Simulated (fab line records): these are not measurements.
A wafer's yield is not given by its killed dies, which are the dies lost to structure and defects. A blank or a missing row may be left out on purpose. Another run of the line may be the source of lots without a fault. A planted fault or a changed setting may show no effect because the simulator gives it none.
Which of the tools did it? :: flow sky130 :: 36 wafers from 12 lots sampled at 5 of the route's 708 steps

## WHAT EACH GAUGE READ, for each wafer
SKY_VT_ADJUST_HVTR_TW_MEAS_11. Usual: for VT_ADJUST_HVTR_TW the level is 212.5 and the standard deviation is 1.5.
lot: L886
measured: day 9 19:07
on: film-metro-02
VT_ADJUST_HVTR_TW: 210.3 210.3 209.8
flag: 

lot: L887
measured: day 10 22:39
on: film-metro-04
VT_ADJUST_HVTR_TW: 214.3 214.1 213.5
flag: 

lot: L888
measured: day 11 00:48
on: film-metro-02
VT_ADJUST_HVTR_TW: 210.3 210.9 210.4
flag: 

lot: L890
measured: day 11 14:59
on: film-metro-03
VT_ADJUST_HVTR_TW: 214.1 214.6 213.4
flag: 

lot: L889
measured: day 11 17:22
on: film-metro-03
VT_ADJUST_HVTR_TW: 211.4 213.1 211.8
flag: 

lot: L891
measured: day 11 20:51
on: film-metro-04
VT_ADJUST_HVTR_TW: 214.0 212.8 213.4
flag: 

lot: L892
measured: day 11 21:40
on: film-metro-03
VT_ADJUST_HVTR_TW: 212.9 212.2 212.6
flag: 

lot: L893
measured: day 12 02:10
on: film-metro-03
VT_ADJUST_HVTR_TW: 213.9 213.2 213.8
flag: 

lot: L896
measured: day 12 18:17
on: film-metro-02
VT_ADJUST_HVTR_TW: 210.4 210.8 211.2
flag: 

lot: L897
measured: day 13 07:39
on: film-metro-02
VT_ADJUST_HVTR_TW: 209.6 209.7 210.4
flag: 

lot: L900
measured: day 13 21:45
on: film-metro-03
VT_ADJUST_HVTR_TW: 213.0 212.8 212.8
flag: 

lot: L901
measured: day 14 06:11
on: film-metro-02
VT_ADJUST_HVTR_TW: 212.2 211.5 210.1
flag: 

SKY_VT_ADJUST_PCH_OVL_MEAS_07. Usual: for VT_ADJUST_PCH_OVL the level is 0.3 nm and the standard deviation is 1.3.
lot: L886
measured: day 10 17:25
on: overlay-02
VT_ADJUST_PCH_OVL (nm): 1.0 -0.2 1.7
flag: 

lot: L887
measured: day 11 21:42
on: overlay-01
VT_ADJUST_PCH_OVL (nm): 0.7 -0.5 -0.8
flag: 

lot: L888
measured: day 11 23:47
on: overlay-02
VT_ADJUST_PCH_OVL (nm): 1.4 0.6 0.2
flag: 

lot: L890
measured: day 12 15:24
on: overlay-02
VT_ADJUST_PCH_OVL (nm): 2.1 2.2 0.0
flag: 

lot: L889
measured: day 12 18:09
on: overlay-01
VT_ADJUST_PCH_OVL (nm): -0.8 -1.3 0.6
flag: 

lot: L891
measured: day 12 21:08
on: overlay-01
VT_ADJUST_PCH_OVL (nm): 1.5 0.9 0.5
flag: 

lot: L892
measured: day 12 22:23
on: overlay-01
VT_ADJUST_PCH_OVL (nm): 0.2 1.5 2.2
flag: 

lot: L893
measured: day 13 03:21
on: overlay-02
VT_ADJUST_PCH_OVL (nm): 0.9 -1.8 -0.9
flag: 

lot: L896
measured: day 13 19:48
on: overlay-01
VT_ADJUST_PCH_OVL (nm): -1.6 -0.4 -0.1
flag: 

lot: L897
measured: day 14 08:32
on: overlay-01
VT_ADJUST_PCH_OVL (nm): 0.3 0.8 -0.6
flag: 

lot: L900
measured: day 14 23:38
on: overlay-01
VT_ADJUST_PCH_OVL (nm): 0.8 0.3 0.2
flag: 

lot: L901
measured: day 15 08:40
on: overlay-01
VT_ADJUST_PCH_OVL (nm): -1.0 1.0 -0.9
flag: 

SKY_SONOS_ONO_THK_MEAS_05. Usual: for SONOS_ONO_CVD_04_THK the level is 5.69 nm and the standard deviation is 0.1.
lot: L886
measured: day 11 22:18
on: film-metro-03
SONOS_ONO_CVD_04_THK (nm): 5.53 5.58 5.58
flag: 

lot: L887
measured: day 13 03:55
on: film-metro-04
SONOS_ONO_CVD_04_THK (nm): 5.66 5.62 5.70
flag: 

lot: L888
measured: day 13 07:58
on: film-metro-01
SONOS_ONO_CVD_04_THK (nm): 5.56 5.59 5.55
flag: 

lot: L890
measured: day 13 22:50
on: film-metro-03
SONOS_ONO_CVD_04_THK (nm): 5.75 5.77 5.66
flag: 

lot: L889
measured: day 14 00:14
on: film-metro-01
SONOS_ONO_CVD_04_THK (nm): 5.61 5.59 5.57
flag: 

lot: L891
measured: day 14 04:28
on: film-metro-01
SONOS_ONO_CVD_04_THK (nm): 5.79 5.77 5.73
flag: 

lot: L892
measured: day 14 05:43
on: film-metro-04
SONOS_ONO_CVD_04_THK (nm): 5.80 5.70 5.69
flag: 

lot: L893
measured: day 14 11:41
on: film-metro-01
SONOS_ONO_CVD_04_THK (nm): 5.76 5.76 5.79
flag: 

lot: L896
measured: day 15 02:29
on: film-metro-01
SONOS_ONO_CVD_04_THK (nm): 5.83 5.76 5.80
flag: 

lot: L897
measured: day 15 18:21
on: film-metro-01
SONOS_ONO_CVD_04_THK (nm): 5.85 5.78 5.85
flag: 

lot: L900
measured: day 16 14:51
on: film-metro-01
SONOS_ONO_CVD_04_THK (nm): 5.77 5.69 5.70
flag: 

lot: L901
measured: day 16 19:16
on: film-metro-04
SONOS_ONO_CVD_04_THK (nm): 6.56 6.44 6.51 6.53 6.51 6.55
flag: OFF

SKY_SONOS_ONO_OVL_MEAS_14. Usual: for SONOS_ONO_OVL the level is -0.3 nm and the standard deviation is 1.3.
lot: L886
measured: day 12 22:43
on: overlay-01
SONOS_ONO_OVL (nm): 0.8 1.2 0.5
flag: 

lot: L887
measured: day 14 05:34
on: overlay-02
SONOS_ONO_OVL (nm): -1.2 -1.2 -0.3
flag: 

lot: L888
measured: day 14 08:49
on: overlay-02
SONOS_ONO_OVL (nm): -1.1 -1.5 -0.4
flag: 

lot: L890
measured: day 15 00:10
on: overlay-01
SONOS_ONO_OVL (nm): -0.8 -2.2 0.0
flag: 

lot: L889
measured: day 15 03:00
on: overlay-02
SONOS_ONO_OVL (nm): -1.3 -1.1 0.1
flag: 

lot: L891
measured: day 15 06:54
on: overlay-02
SONOS_ONO_OVL (nm): -2.2 -3.5 -1.8
flag: 

lot: L892
measured: day 15 07:01
on: overlay-01
SONOS_ONO_OVL (nm): 2.0 1.8 2.6
flag: 

lot: L893
measured: day 15 13:55
on: overlay-02
SONOS_ONO_OVL (nm): -0.4 -3.1 -2.3
flag: 

lot: L896
measured: day 16 05:16
on: overlay-02
SONOS_ONO_OVL (nm): -2.9 -2.2 0.8
flag: 

lot: L897
measured: day 16 20:45
on: overlay-01
SONOS_ONO_OVL (nm): -0.7 -1.3 -1.8
flag: 

lot: L900
measured: day 17 16:43
on: overlay-02
SONOS_ONO_OVL (nm): 1.3 -0.3 2.3
flag: 

lot: L901
measured: day 17 23:47
on: overlay-02
SONOS_ONO_OVL (nm): 1.4 -1.3 0.4
flag: 

## WHAT TOOL EACH LOT RAN ON (gives the tool, then ch and the chambers of the sampled wafers, and finally the start)
lot: L886
SKY_SONOS_ONO_CVD_04: lpcvd-03 ch 0, day 11 21:02

lot: L887
SKY_SONOS_ONO_CVD_04: lpcvd-03 ch 1, day 13 02:40

lot: L888
SKY_SONOS_ONO_CVD_04: lpcvd-03 ch 0, day 13 06:43

lot: L890
SKY_SONOS_ONO_CVD_04: lpcvd-03 ch 1, day 13 21:35

lot: L889
SKY_SONOS_ONO_CVD_04: lpcvd-03 ch 0, day 13 22:58

lot: L891
SKY_SONOS_ONO_CVD_04: lpcvd-03 ch 0, day 14 02:35

lot: L892
SKY_SONOS_ONO_CVD_04: lpcvd-03 ch 0, day 14 04:28

lot: L893
SKY_SONOS_ONO_CVD_04: lpcvd-03 ch 0, day 14 10:26

lot: L896
SKY_SONOS_ONO_CVD_04: lpcvd-03 ch 0, day 15 01:14

lot: L897
SKY_SONOS_ONO_CVD_04: lpcvd-03 ch 1, day 15 17:05

lot: L900
SKY_SONOS_ONO_CVD_04: lpcvd-03 ch 0, day 16 13:36

lot: L901
SKY_SONOS_ONO_CVD_04: lpcvd-03 ch 0, day 16 17:59
- SKY_SONOS_ONO_CVD_04: deposits SiO2 from SiH4/N2O, target thk 5.7199 nm.

## AS READ BY THE TOOLS THEMSELVES (means over the sampled wafers that have a number; for cases with no such wafer, the mark the record gives instead)
SKY_SONOS_ONO_CVD_04. Usual: spike-tc-centre-C 902.2 C, standard deviation 1.4; spike-tc-lower-C 900.9 C, standard deviation 1.4; spike-tc-top-C 911.8 C, standard deviation 1; spike-tc-upper-C 900.5 C, standard deviation 1.1; susceptor-temp-C 900.0 C, standard deviation 0.41; zone-power-centre-pct 18.8 %, standard deviation 0.68.
lot: L886
tool: lpcvd-03
spike-tc-centre-C (C): 903.1
spike-tc-lower-C (C): 901.1
spike-tc-top-C (C): 912.5
spike-tc-upper-C (C): 899.5
susceptor-temp-C (C): 900.1
zone-power-centre-pct (%): 19.3
flag: 

lot: L887
tool: lpcvd-03
spike-tc-centre-C (C): 901.1
spike-tc-lower-C (C): 899.9
spike-tc-top-C (C): 911.0
spike-tc-upper-C (C): 901.4
susceptor-temp-C (C): 900.1
zone-power-centre-pct (%): 17.6
flag: 

lot: L888
tool: lpcvd-03
spike-tc-centre-C (C): 902.0
spike-tc-lower-C (C): 902.4
spike-tc-top-C (C): 912.8
spike-tc-upper-C (C): 900.9
susceptor-temp-C (C): 899.3
zone-power-centre-pct (%): 19.3
flag: 

lot: L890
tool: lpcvd-03
spike-tc-centre-C (C): 900.6
spike-tc-lower-C (C): 899.3
spike-tc-top-C (C): 911.5
spike-tc-upper-C (C): 900.9
susceptor-temp-C (C): 900.6
zone-power-centre-pct (%): 17.7
flag: 

lot: L889
tool: lpcvd-03
spike-tc-centre-C (C): 903.9
spike-tc-lower-C (C): 901.3
spike-tc-top-C (C): 911.2
spike-tc-upper-C (C): 900.7
susceptor-temp-C (C): 900.4
zone-power-centre-pct (%): 19.1
flag: 

lot: L891
tool: lpcvd-03
spike-tc-centre-C (C): 902.8
spike-tc-lower-C (C): 902.1
spike-tc-top-C (C): 911.3
spike-tc-upper-C (C): 899.9
susceptor-temp-C (C): 899.4
zone-power-centre-pct (%): 19.2
flag: 

lot: L892
tool: lpcvd-03
spike-tc-centre-C (C): 902.3
spike-tc-lower-C (C): 901.2
spike-tc-top-C (C): 911.4
spike-tc-upper-C (C): 899.1
susceptor-temp-C (C): 900.1
zone-power-centre-pct (%): 19.3
flag: 

lot: L893
tool: lpcvd-03
spike-tc-centre-C (C): 902.9
spike-tc-lower-C (C): 902.2
spike-tc-top-C (C): 911.4
spike-tc-upper-C (C): 900.8
susceptor-temp-C (C): 900.1
zone-power-centre-pct (%): 19.1
flag: 

lot: L896
tool: lpcvd-03
spike-tc-centre-C (C): 902.4
spike-tc-lower-C (C): 901.1
spike-tc-top-C (C): 911.3
spike-tc-upper-C (C): 900.6
susceptor-temp-C (C): 899.8
zone-power-centre-pct (%): 19.1
flag: 

lot: L897
tool: lpcvd-03
spike-tc-centre-C (C): 900.9
spike-tc-lower-C (C): 899.1
spike-tc-top-C (C): 911.8
spike-tc-upper-C (C): 901.2
susceptor-temp-C (C): 899.7
zone-power-centre-pct (%): 17.8
flag: 

lot: L900
tool: lpcvd-03
spike-tc-centre-C (C): 902.8
spike-tc-lower-C (C): 902.3
spike-tc-top-C (C): 912.0
spike-tc-upper-C (C): 899.5
susceptor-temp-C (C): 900.5
zone-power-centre-pct (%): 19.3
flag: 

lot: L901
tool: lpcvd-03
spike-tc-centre-C (C): 911.2
spike-tc-lower-C (C): 910.3
spike-tc-top-C (C): 919.9
spike-tc-upper-C (C): 908.1
susceptor-temp-C (C): 908.7
zone-power-centre-pct (%): 19.6
flag: OFF

## THE ANSWER, worked out from the rows above alone
Rule: lot off if the mean of its wafers having a number is beyond 3 standard deviations from the usual mean. A lot without any number at a reading at which 4 lots or more have one is off too. Any other lot the step has rows for is counted as sound. After the gauges, taken in route order, come the tools' own readings; for these a lot's mean is taken, as printed above. At the first step where some lot is off, the reading lying furthest off is the one used; lots without a number count as furthest.
Off: L901, at SKY_SONOS_ONO_THK_MEAS_05 (SONOS_ONO_CVD_04_THK).
If a tool, at a process step before that reading, ran all the lots that are off and no sound lot after the first of them, it fits. The gauges at SKY_SONOS_ONO_THK_MEAS_05 aren't tried: what is off there is off at SKY_SONOS_ONO_CVD_04 too, on other tools, and a gauge's error can't cause that. One fits: SKY_SONOS_ONO_CVD_04 on lpcvd-03. A fault onset in the window from L900 (day 16 13:36, its last sound lot) to L901 (day 16 17:59, its first lot off) fits.
The tool's own readings at SKY_SONOS_ONO_CVD_04 bear it out: on the lots that are off they differ by more than 5 times the standard deviation of the sound lots' means. spike-tc-centre-C reads 911.2 C there against 902.3 C on the sound lots; spike-tc-lower-C reads 910.3 C there against 901.1 C on the sound lots; spike-tc-top-C reads 919.9 C there against 911.7 C on the sound lots; spike-tc-upper-C reads 908.1 C there against 900.4 C on the sound lots; susceptor-temp-C reads 908.7 C there against 900.0 C on the sound lots.

## WHAT THE SIMULATOR HAD PUT IN
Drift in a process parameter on lpcvd-03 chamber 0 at SKY_SONOS_ONO_CVD_04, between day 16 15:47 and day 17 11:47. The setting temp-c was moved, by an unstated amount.
Struck lots among those shown: L901. The rule above found the same.
